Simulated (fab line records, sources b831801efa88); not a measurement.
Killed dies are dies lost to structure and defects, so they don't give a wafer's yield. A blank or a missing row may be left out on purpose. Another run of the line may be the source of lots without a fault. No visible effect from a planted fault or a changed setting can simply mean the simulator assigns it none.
fab line records	flow sky130	part 1 of 2: steps 1 to 30 of 43
[record] lots = 5	wafers = 15	last_day = 50
route steps=708 shown VIA2@524 METAL3@532 CAPM@537
lots with no fault: from the same line, run without faults
start_h: the number of hours between the record's first day and the start of the first shown wafer of the lot	wait_h: time in hours since the lot's previous step	" unchanged from the row above	L1.1+2: a row that stands for several wafers	- value missing, or start not given	* or withheld: withheld	< > ~ a bound
route shown NAME@n: names a module that has steps shown in the file, with the first one's number in the route	usual: mean/standard deviation of fault-free wafers	same: alike in all rows	chamber/n: place in a boat	sites: the reading at each site	_std_site: the values' standard deviation	_edge_site: inner sites' mean taken away from outer sites' mean	radius_mm: how far each site lies from the wafer's centre	mask NAME#n: copy n	behind: the tool/chamber that last shaped the wafer	hold: why the lot was held/for how many hours/how that ended	device: whichever transistor did not switch (one of n, p or np)	end of line: at the end of the route, the tests of the same wafers	a step given without rows: its recipe and nothing more	killed: dies lost to structure and defects at the first sort, not the wafer's yield	map: a wafer's dies, marking killed ones x, the rest . and places with no die _
set.NAME: the setting the step ran with; set.NAME@STEP: the setting that earlier step ran with	model.NAME: the simulator's own value behind a step, which no gauge read
lots seen at some steps along the route; tables by step, rows by wafer
services: a tool's chamber out of use, with start hour (start_h, from the record's first day; less than 0 if before it), hours out, and reason
[[steps]]
[step SKY_VIA2_STRIP_17]
[recipe] chemistry = post_etch_residue_remover	time_s = 1200	temp_c = 72.5
lot.wafer	tool	chamber	start_h	wait_h
L074.1+4+5	wet_bench-02	0	853.43	0.1
L081.2+3+5	wet_bench-02	2	906.05	0.1
L093.1+3+5	wet_bench-01	2	993.34	0.1
L096.1+2+5	wet_bench-04	1	1015.98	0.1
L097.2+3+6	wet_bench-01	0	1018.73	0.1
[step SKY_VIA2_CLEAN_18]
[recipe] chemistry = IPA	time_s = 180	temp_c = 25
lot.wafer	tool	chamber	start_h	wait_h
L074.1+4+5	wet_bench-01	3	853.77	0.0
L081.2+3+5	wet_bench-04	3	906.43	0.0
L093.1+3+5	wet_bench-02	1	993.68	0.0
L096.1+2+5	wet_bench-01	3	1016.32	0.0
L097.2+3+6	wet_bench-04	3	1019.07	0.0
[step SKY_VIA2_CLEAN_19]
[recipe] chemistry = O3/DIW	dry = n2_spin
lot.wafer	tool	chamber	start_h	wait_h
L074.1+4+5	wet_bench-02	0	853.83	0.0
L081.2+3+5	wet_bench-02	1	906.48	0.0
L093.1+3+5	wet_bench-04	1	993.74	0.0
L096.1+2+5	wet_bench-02	2	1016.38	0.0
L097.2+3+6	wet_bench-02	2	1019.14	0.0
[step SKY_VIA2_SPUTTER_20]
[recipe] material = TiN	target_thk_nm = 20	chamber_pressure_pa = 5	power_w = 4000	time_s = 80
[usual] throttle_valve_pct = 29.8/1.6
lot.wafer	tool	chamber	start_h	wait_h	throttle_valve_pct
L074.1	pvd_sputter-04	-	853.92	0.0	30.9
L074.4	"	-	"	"	28.1
L074.5	"	-	"	"	30.8
L081.2	pvd_sputter-03	-	906.58	0.0	27.5
L081.3	"	-	"	"	32.2
L081.5	"	-	"	"	27.3
L093.1	pvd_sputter-01	-	993.84	0.0	29.7
L093.3	"	-	"	"	31.4
L093.5	"	-	"	"	29.4
L096.1	pvd_sputter-03	-	1016.47	0.0	27.8
L096.2	"	-	"	"	27.2
L096.5	"	-	"	"	27.5
L097.2	pvd_sputter-04	-	1019.23	0.0	31.5
L097.3	"	-	"	"	31.0
L097.6	"	-	"	"	30.8
[step SKY_VIA2_CVD_21]
[recipe] material = W	target_thk_nm = 420	time_s = 126.4	temp_c = 400	pressure_torr = 40
[usual] heater_power_w = 873/21
lot.wafer	tool	chamber	start_h	wait_h	heater_power_w
L074.1	cvd_w-01	0	853.98	0.0	874
L074.4	"	1	"	"	874
L074.5	"	0	"	"	876
L081.2	cvd_w-01	1	906.65	0.0	871
L081.3	"	1	"	"	859
L081.5	"	0	"	"	873
L093.1	cvd_w-01	0	993.90	0.0	879
L093.3	"	1	"	"	862
L093.5	"	1	"	"	861
L096.1	cvd_w-02	1	1016.54	0.0	883
L096.2	"	1	"	"	871
L096.5	"	1	"	"	876
L097.2	cvd_w-01	1	1019.29	0.0	876
L097.3	"	1	"	"	866
L097.6	"	0	"	"	868
[step SKY_VIA2_RS_MEAS_22]
[recipe] thk_meas_gauge = four-point-probe	reads = W_of_VIA2_CVD_21+TiN_of_VIA2_SPUTTER_20
[usual] VIA2_W_RS = 0.2725/0.0029
lot.wafer	tool	chamber	start_h	wait_h	VIA2_W_RS[ohm/sq]
L074.1	film_metro-04	-	854.11	0.1	0.2728
L074.4	"	-	"	"	0.2675
L074.5	"	-	"	"	0.2732
L081.2	film_metro-02	-	906.80	0.1	0.2727
L081.3	"	-	"	"	0.2687
L081.5	"	-	"	"	0.2727
L093.1	film_metro-02	-	994.03	0.1	0.2757
L093.3	"	-	"	"	0.2748
L093.5	"	-	"	"	0.2719
L096.1	film_metro-04	-	1016.80	0.2	0.2719
L096.2	"	-	"	"	0.2685
L096.5	"	-	"	"	0.2715
L097.2	film_metro-01	-	1019.44	0.1	0.2688
L097.3	"	-	"	"	0.2728
L097.6	"	-	"	"	0.2708
[step SKY_VIA2_THK_MEAS_23]
[recipe] thk_meas_gauge = xrf	reads = W_of_VIA2_CVD_21
[usual] VIA2_W_THK = 408/10
lot.wafer	tool	chamber	start_h	wait_h	VIA2_W_THK[nm]
L074.1	film_metro-04	-	854.23	0.1	417
L074.4	"	-	"	"	424
L074.5	"	-	"	"	414
L081.2	film_metro-02	-	906.91	0.1	398
L081.3	"	-	"	"	401
L081.5	"	-	"	"	396
L093.1	film_metro-02	-	994.15	0.1	393
L093.3	"	-	"	"	394
L093.5	"	-	"	"	398
L096.1	film_metro-04	-	1016.92	0.1	419
L096.2	"	-	"	"	424
L096.5	"	-	"	"	421
L097.2	film_metro-01	-	1019.55	0.1	410
L097.3	"	-	"	"	403
L097.6	"	-	"	"	407
[step SKY_VIA2_CMP_24]
[recipe] stop_on = SiO2	t_overpolish_s = 20	down_force_psi = 3.5	platen_rpm = 60	target_thk_nm = 0	pad_velocity_m_s = 0.94248
[usual] motor_current_A = 11.0/0.6	overpolish_run_s = 20.001/0.0085	time_to_endpoint_s = 101/3.7
lot.wafer	tool	chamber	start_h	wait_h	motor_current_A	overpolish_run_s	time_to_endpoint_s
L074.4	cmp-01	0	854.34	0.1	11.6	19.994	101
L074.1	"	2	"	"	11.0	20.000	94
L074.5	"	3	"	"	11.1	20.006	101
L081.2	cmp-01	0	906.96	0.0	11.0	19.987	102
L081.3	"	1	"	"	11.6	19.999	105
L081.5	"	0	"	"	11.2	20.017	103
L093.1	cmp-01	0	994.31	0.1	11.1	19.995	97
L093.3	"	1	"	"	10.9	20.006	97
L093.5	"	3	"	"	11.2	20.008	99
L096.1	cmp-02	3	1017.03	0.1	9.7	19.999	103
L096.2	"	1	"	"	10.8	19.993	104
L096.5	"	3	"	"	9.7	19.986	104
L097.2	cmp-02	3	1019.65	0.1	10.1	20.013	102
L097.3	"	0	"	"	10.7	20.015	103
L097.6	"	2	"	"	12.5	20.005	102
[step SKY_METAL3_SPUTTER_00]
[recipe] material = Ti	target_thk_nm = 15	power_w = 3000	time_s = 10	chamber_pressure_pa = 0.4
[usual] throttle_valve_pct = 30.4/0.88
lot.wafer	tool	chamber	start_h	wait_h	throttle_valve_pct
L074.1	pvd_sputter-02	-	854.59	0.1	30.0
L074.4	"	-	"	"	29.7
L074.5	"	-	"	"	31.2
L081.2	pvd_sputter-04	-	907.26	0.2	30.8
L081.3	"	-	"	"	31.2
L081.5	"	-	"	"	31.5
L093.1	pvd_sputter-02	-	994.51	0.1	30.9
L093.3	"	-	"	"	30.8
L093.5	"	-	"	"	29.5
L096.1	pvd_sputter-04	-	1017.28	0.2	31.4
L096.2	"	-	"	"	31.0
L096.5	"	-	"	"	31.5
L097.2	pvd_sputter-02	-	1019.90	0.2	31.2
L097.3	"	-	"	"	30.7
L097.6	"	-	"	"	31.3
[step SKY_METAL3_SPUTTER_01]
[recipe] material = TiN	target_thk_nm = 20	power_w = 6500	time_s = 16.7	chamber_pressure_pa = 0.4
[usual] throttle_valve_pct = 30.4/0.9
lot.wafer	tool	chamber	start_h	wait_h	throttle_valve_pct
L074.1	pvd_sputter-02	-	854.62	0.0	29.9
L074.4	"	-	"	"	30.2
L074.5	"	-	"	"	31.1
L081.2	pvd_sputter-04	-	907.28	0.0	30.9
L081.3	"	-	"	"	31.5
L081.5	"	-	"	"	31.2
L093.1	pvd_sputter-02	-	994.53	0.0	30.8
L093.3	"	-	"	"	30.7
L093.5	"	-	"	"	29.6
L096.1	pvd_sputter-04	-	1017.30	0.0	31.1
L096.2	"	-	"	"	30.9
L096.5	"	-	"	"	31.3
L097.2	pvd_sputter-02	-	1019.92	0.0	31.0
L097.3	"	-	"	"	30.8
L097.6	"	-	"	"	31.1
[step SKY_METAL3_SPUTTER_02]
[recipe] material = AlCu	target_thk_nm = 735	power_w = 10600	time_s = 39.1	chamber_pressure_pa = 0.4
[usual] throttle_valve_pct = 30.4/0.9
lot.wafer	tool	chamber	start_h	wait_h	throttle_valve_pct
L074.1	pvd_sputter-02	-	854.64	0.0	30.2
L074.4	"	-	"	"	30.3
L074.5	"	-	"	"	31.3
L081.2	pvd_sputter-04	-	907.30	0.0	30.9
L081.3	"	-	"	"	31.2
L081.5	"	-	"	"	31.4
L093.1	pvd_sputter-02	-	994.56	0.0	31.1
L093.3	"	-	"	"	30.4
L093.5	"	-	"	"	29.5
L096.1	pvd_sputter-04	-	1017.32	0.0	31.3
L096.2	"	-	"	"	31.0
L096.5	"	-	"	"	31.2
L097.2	pvd_sputter-02	-	1019.95	0.0	31.2
L097.3	"	-	"	"	30.5
L097.6	"	-	"	"	31.1
[step SKY_METAL3_SPUTTER_03]
[recipe] material = Ti	target_thk_nm = 5	power_w = 3000	time_s = 3.3	chamber_pressure_pa = 0.4
[usual] throttle_valve_pct = 30.4/0.89
lot.wafer	tool	chamber	start_h	wait_h	throttle_valve_pct
L074.1	pvd_sputter-02	-	854.68	0.0	30.0
L074.4	"	-	"	"	29.8
L074.5	"	-	"	"	31.2
L081.2	pvd_sputter-04	-	907.34	0.0	30.9
L081.3	"	-	"	"	31.4
L081.5	"	-	"	"	31.2
L093.1	pvd_sputter-02	-	994.60	0.0	31.2
L093.3	"	-	"	"	30.6
L093.5	"	-	"	"	29.3
L096.1	pvd_sputter-04	-	1017.36	0.0	31.4
L096.2	"	-	"	"	30.8
L096.5	"	-	"	"	31.3
L097.2	pvd_sputter-02	-	1019.99	0.0	30.9
L097.3	"	-	"	"	30.6
L097.6	"	-	"	"	31.0
[step SKY_METAL3_SPUTTER_04]
[recipe] material = TiN	target_thk_nm = 70	power_w = 6500	time_s = 58.3	chamber_pressure_pa = 0.4
[usual] throttle_valve_pct = 30.4/0.89
lot.wafer	tool	chamber	start_h	wait_h	throttle_valve_pct
L074.1	pvd_sputter-02	-	854.70	0.0	29.8
L074.4	"	-	"	"	30.4
L074.5	"	-	"	"	31.1
L081.2	pvd_sputter-04	-	907.36	0.0	30.8
L081.3	"	-	"	"	31.5
L081.5	"	-	"	"	31.2
L093.1	pvd_sputter-02	-	994.62	0.0	31.2
L093.3	"	-	"	"	30.5
L093.5	"	-	"	"	29.8
L096.1	pvd_sputter-04	-	1017.38	0.0	31.1
L096.2	"	-	"	"	30.8
L096.5	"	-	"	"	31.4
L097.2	pvd_sputter-02	-	1020.01	0.0	31.3
L097.3	"	-	"	"	30.9
L097.6	"	-	"	"	30.9
[step SKY_CAPM_CVD_00]
[recipe] material = SiO2	target_thk_nm = 15.5	temp_c = 400	time_s = withheld	rf_w = 450
[usual] heater_power_w = 707/87
lot.wafer	tool	chamber	start_h	wait_h	heater_power_w
L074.1	pecvd-02	0	854.75	0.0	696
L074.4	"	0	"	"	684
L074.5	"	2	"	"	745
L081.2	pecvd-01	2	907.41	0.0	828
L081.3	"	1	"	"	660
L081.5	"	1	"	"	668
L093.1	pecvd-01	2	994.67	0.0	731
L093.3	"	0	"	"	649
L093.5	"	1	"	"	617
L096.1	pecvd-03	2	1017.43	0.0	824
L096.2	"	0	"	"	813
L096.5	"	1	"	"	865
L097.2	pecvd-02	0	1020.05	0.0	665
L097.3	"	2	"	"	660
L097.6	"	1	"	"	631
[step SKY_CAPM_THK_MEAS_01]
[recipe] reads = SiO2_of_CAPM_CVD_00
[usual] CAPM_CVD_00_THK = 15.53/0.21
lot.wafer	tool	chamber	start_h	wait_h	CAPM_CVD_00_THK[nm]
L074.1	film_metro-01	-	854.77	-	15.64
L074.4	"	-	"	"	15.74
L074.5	"	-	"	"	15.82
L081.2	film_metro-02	-	907.44	-	15.60
L081.3	"	-	"	"	15.42
L081.5	"	-	"	"	15.84
L093.1	film_metro-03	-	994.69	-	15.59
L093.3	"	-	"	"	15.74
L093.5	"	-	"	"	15.85
L096.1	film_metro-01	-	1017.45	-	15.62
L096.2	"	-	"	"	15.62
L096.5	"	-	"	"	15.67
L097.2	film_metro-03	-	1020.09	-	15.16
L097.3	"	-	"	"	15.69
L097.6	"	-	"	"	15.53
[step SKY_CAPM_SPUTTER_02]
[recipe] material = TiN	target_thk_nm = 200	temp_c = 300	power_w = 6500	time_s = 166.7	chamber_pressure_pa = 0.4
[usual] throttle_valve_pct = 29.6/1.6
lot.wafer	tool	chamber	start_h	wait_h	throttle_valve_pct
L074.1	pvd_sputter-03	-	854.83	0.1	27.6
L074.4	"	-	"	"	29.0
L074.5	"	-	"	"	27.5
L081.2	pvd_sputter-02	-	907.49	0.0	29.7
L081.3	"	-	"	"	31.1
L081.5	"	-	"	"	30.3
L093.1	pvd_sputter-03	-	994.75	0.1	32.2
L093.3	"	-	"	"	27.4
L093.5	"	-	"	"	27.2
L096.1	pvd_sputter-03	-	1017.51	0.1	29.4
L096.2	"	-	"	"	31.9
L096.5	"	-	"	"	27.6
L097.2	pvd_sputter-03	-	1020.14	0.0	32.1
L097.3	"	-	"	"	27.2
L097.6	"	-	"	"	27.5
[step SKY_CAPM_RS_MEAS_03]
[recipe] thk_meas_gauge = four-point-probe	reads = TiN_of_CAPM_SPUTTER_02
[usual] CAPM_TIN_RS = 6.92/0.077
lot.wafer	tool	chamber	start_h	wait_h	CAPM_TIN_RS[ohm/sq]
L074.1	film_metro-02	-	854.94	0.1	6.86
L074.4	"	-	"	"	6.92
L074.5	"	-	"	"	6.86
L081.2	film_metro-01	-	907.62	0.1	6.79
L081.3	"	-	"	"	6.82
L081.5	"	-	"	"	6.70
L093.1	film_metro-01	-	994.86	0.1	7.09
L093.3	"	-	"	"	6.98
L093.5	"	-	"	"	7.05
L096.1	film_metro-03	-	1017.62	0.1	6.80
L096.2	"	-	"	"	6.86
L096.5	"	-	"	"	6.86
L097.2	film_metro-01	-	1020.27	0.1	7.00
L097.3	"	-	"	"	7.01
L097.6	"	-	"	"	6.91
[step SKY_CAPM_THK_MEAS_04]
[recipe] thk_meas_gauge = xrf	reads = TiN_of_CAPM_SPUTTER_02
[usual] CAPM_TIN_THK = 199.8/2.5
lot.wafer	tool	chamber	start_h	wait_h	CAPM_TIN_THK[nm]
L074.1	film_metro-02	-	855.06	0.1	202.6
L074.4	"	-	"	"	200.5
L074.5	"	-	"	"	202.1
L081.2	film_metro-01	-	907.73	0.1	203.2
L081.3	"	-	"	"	202.4
L081.5	"	-	"	"	204.9
L093.1	film_metro-01	-	994.98	0.1	195.2
L093.3	"	-	"	"	197.5
L093.5	"	-	"	"	196.8
L096.1	film_metro-03	-	1017.74	0.1	203.3
L096.2	"	-	"	"	200.8
L096.5	"	-	"	"	202.0
L097.2	film_metro-01	-	1020.38	0.1	196.3
L097.3	"	-	"	"	197.3
L097.6	"	-	"	"	199.4
[step SKY_CAPM_DEHYDRATE_05]
[recipe] temp_c = 200	time_s = 60
lot.wafer	tool	chamber	start_h	wait_h
L074.1+4+5	litho_track-03	0	867.61	12.5
L081.2+3+5	litho_track-02	0	919.55	11.8
L093.1+3+5	litho_track-04	0	1006.77	11.8
L096.1+2+5	litho_track-04	0	1028.97	11.2
L097.2+3+6	litho_track-02	0	1031.20	10.8
[step SKY_CAPM_HMDS_06]
[recipe] prime_time_s = 60	prime_temp_c = 120
[same] prime_time_s = 60
lot.wafer	tool	chamber	start_h	wait_h
L074.1+4+5	litho_track-03	0	867.76	0.1
L081.2+3+5	litho_track-02	0	919.70	0.1
L093.1+3+5	litho_track-04	0	1006.92	0.1
L096.1+2+5	litho_track-04	0	1029.12	0.1
L097.2+3+6	litho_track-02	0	1031.35	0.1
[step SKY_CAPM_COAT_07]
[recipe] resist = NOVOLAK	spin_rpm = 3000	resist_thk_nm = 1140
lot.wafer	tool	chamber	start_h	wait_h
L074.1+4+5	litho_track-03	0	867.91	0.1
L081.2+3+5	litho_track-02	0	919.85	0.1
L093.1+3+5	litho_track-04	0	1007.07	0.1
L096.1+2+5	litho_track-04	0	1029.27	0.1
L097.2+3+6	litho_track-02	0	1031.50	0.1
[step SKY_CAPM_SOFTBAKE_08]
[recipe] temp_c = 90	time_s = 60	resist = NOVOLAK
lot.wafer	tool	chamber	start_h	wait_h
L074.1+4+5	litho_track-03	0	868.06	0.1
L081.2+3+5	litho_track-02	0	920.00	0.1
L093.1+3+5	litho_track-04	0	1007.22	0.1
L096.1+2+5	litho_track-04	0	1029.42	0.1
L097.2+3+6	litho_track-02	0	1031.65	0.1
[step SKY_CAPM_EXPOSE_09]
[recipe] mask_id = CAPM	na = 0.6	source_shape = conventional	sigma_outer = 0.6	polarization = unpolarized	target_cd_nm = 1000	dose_mj = 159
lot.wafer	tool	chamber	start_h	wait_h	mask
L074.1+4+5	iline_stepper-02	0	-	-	CAPM#0
L081.2+3+5	iline_stepper-02	0	-	-	CAPM#0
L093.1+3+5	iline_stepper-01	0	-	-	CAPM#0
L096.1+2+5	iline_stepper-01	0	-	-	CAPM#0
L097.2+3+6	iline_stepper-01	0	-	-	CAPM#0
[step SKY_CAPM_PEB_10]
[recipe] temp_c = withheld	time_s = *	resist = NOVOLAK
lot.wafer	tool	chamber	start_h	wait_h
L074.1+4+5	litho_track-04	0	-	-
L081.2+3+5	litho_track-03	0	-	-
L093.1+3+5	litho_track-03	0	-	-
L096.1+2+5	litho_track-03	0	-	-
L097.2+3+6	litho_track-04	0	-	-
[step SKY_CAPM_DEVELOP_11]
[recipe] resist = NOVOLAK	developer = TMAH	develop_time_s = 60	dev_temp_c = 23
lot.wafer	tool	chamber	start_h	wait_h
L074.1+4+5	litho_track-04	0	881.02	0.1
L081.2+3+5	litho_track-03	0	932.44	0.1
L093.1+3+5	litho_track-03	0	1018.07	0.1
L096.1+2+5	litho_track-03	0	1039.82	0.1
L097.2+3+6	litho_track-04	0	1042.30	0.1
[step SKY_CAPM_OVL_MEAS_12]
[usual] CAPM_OVL = -0.2/1.6
lot.wafer	tool	chamber	start_h	wait_h	CAPM_OVL[nm]
L074.1	overlay-01	-	881.17	0.1	2.1
L074.4	"	-	"	"	0.8
L074.5	"	-	"	"	-0.2
L081.2	overlay-02	-	932.57	0.1	1.5
L081.3	"	-	"	"	0.5
L081.5	"	-	"	"	1.7
L093.1	overlay-02	-	1018.22	0.1	2.2
L093.3	"	-	"	"	0.2
L093.5	"	-	"	"	1.2
L096.1	overlay-02	-	1039.97	0.1	1.2
L096.2	"	-	"	"	1.8
L096.5	"	-	"	"	-0.1
L097.2	overlay-01	-	1042.43	0.1	0.0
L097.3	"	-	"	"	-2.1
L097.6	"	-	"	"	-1.3
[step SKY_CAPM_METAL_ETCH_13]
[recipe] target_depth_nm = 220	stop_on = SiO2	chemistry = Cl2/BCl3	target = TiN	pressure_mtorr = 10	icp_w = 900	bias_w = 48.5	Cl2_flow_sccm = 60	bcl3_flow_sccm = 30	time_s = 65.24
[usual] drypump_motor_current_A = 5.9/0.55	oes_product_au = 0.933/0.0097	throttle_valve_pct = 21.905/0.011
lot.wafer	tool	chamber	start_h	wait_h	drypump_motor_current_A	oes_product_au	rf_hours_counter_h	throttle_valve_pct
L074.1	rie_metal-03	0	881.21	0.0	5.1	0.940	15	21.905
L074.4	"	1	"	"	6.7	0.929	-	21.890
L074.5	"	0	"	"	5.1	0.936	-	21.906
L081.2	rie_metal-02	0	932.60	0.0	6.2	0.945	7	21.903
L081.3	"	0	"	"	6.2	0.946	-	21.891
L081.5	"	1	"	"	5.6	0.962	-	21.881
L093.1	rie_metal-03	1	1018.25	0.0	6.7	0.927	18	21.907
L093.3	"	0	"	"	5.2	0.930	-	21.908
L093.5	"	1	"	"	6.8	0.917	-	21.912
L096.1	rie_metal-02	0	1040.00	0.0	6.2	0.945	13	21.904
L096.2	"	1	"	"	5.6	0.951	11	21.884
L096.5	"	0	"	"	6.2	0.937	-	21.890
L097.2	rie_metal-01	1	1042.46	0.0	5.4	0.922	10	21.914
L097.3	"	1	"	"	5.4	0.934	-	21.910
L097.6	"	0	"	"	6.3	0.931	-	21.902
[step SKY_CAPM_STRIP_14]
[recipe] chemistry = O2/N2	power_w = 1400	pressure_mtorr = 1500	platen_temp_c = withheld	o2_flow_sccm = 3000	n2_flow_sccm = 300	overash_fraction = 0.5
[usual] drypump_motor_current_A = 5.9/0.47	n2_flow_sccm = 300.2/0.87	oes_product_au = 0.710/0.0048	strip_time_to_endpoint_s = 12.62/0.053
lot.wafer	tool	chamber	start_h	wait_h	drypump_motor_current_A	n2_flow_sccm	oes_product_au	rf_hours_counter_h	strip_time_to_endpoint_s
L074.1	plasma_asher-03	0	881.28	0.1	6.8	300.7	0.714	45	12.55
L074.4	"	0	"	"	6.8	301.2	0.714	-	12.56
L074.5	"	1	"	"	5.8	300.1	0.712	-	12.55
L081.2	plasma_asher-04	0	932.68	0.1	5.3	300.7	0.707	111	12.65
L081.3	"	1	"	"	5.9	300.1	0.715	-	12.65
L081.5	"	0	"	"	5.4	300.6	0.707	-	12.61
L093.1	plasma_asher-01	1	1018.33	0.1	5.8	300.7	0.709	89	12.58
L093.3	"	1	"	"	5.8	301.0	0.711	-	12.58
L093.5	"	1	"	"	5.8	301.5	0.707	-	12.59
L096.1	plasma_asher-04	0	1040.08	0.1	5.3	299.5	0.706	121	12.61
L096.2	"	1	"	"	5.9	301.0	0.707	121	12.60
L096.5	"	0	"	"	5.3	300.3	0.707	-	12.63
L097.2	plasma_asher-04	1	1042.53	0.1	5.9	300.0	0.706	121	12.61
L097.3	"	0	"	"	5.3	302.9	0.708	-	12.60
L097.6	"	0	"	"	5.3	301.4	0.711	-	12.61
[step SKY_CAPM_STRIP_15]
[recipe] chemistry = post_etch_residue_remover	time_s = 1200	temp_c = 72.5
lot.wafer	tool	chamber	start_h	wait_h
L074.1+4+5	wet_bench-01	1	881.38	0.1
L081.2+3+5	wet_bench-03	1	932.78	0.1
L093.1+3+5	wet_bench-04	0	1018.43	0.1
L096.1+2+5	wet_bench-04	1	1040.18	0.1
L097.2+3+6	wet_bench-04	0	1042.63	0.1
[step SKY_CAPM_CLEAN_16]
[recipe] chemistry = IPA	time_s = 180	temp_c = 25
lot.wafer	tool	chamber	start_h	wait_h
L074.1+4+5	wet_bench-03	1	881.73	0.0
L081.2+3+5	wet_bench-04	0	933.12	0.0
L093.1+3+5	wet_bench-04	1	1018.80	0.0
L096.1+2+5	wet_bench-01	2	1040.55	0.0
L097.2+3+6	wet_bench-01	1	1043.01	0.0
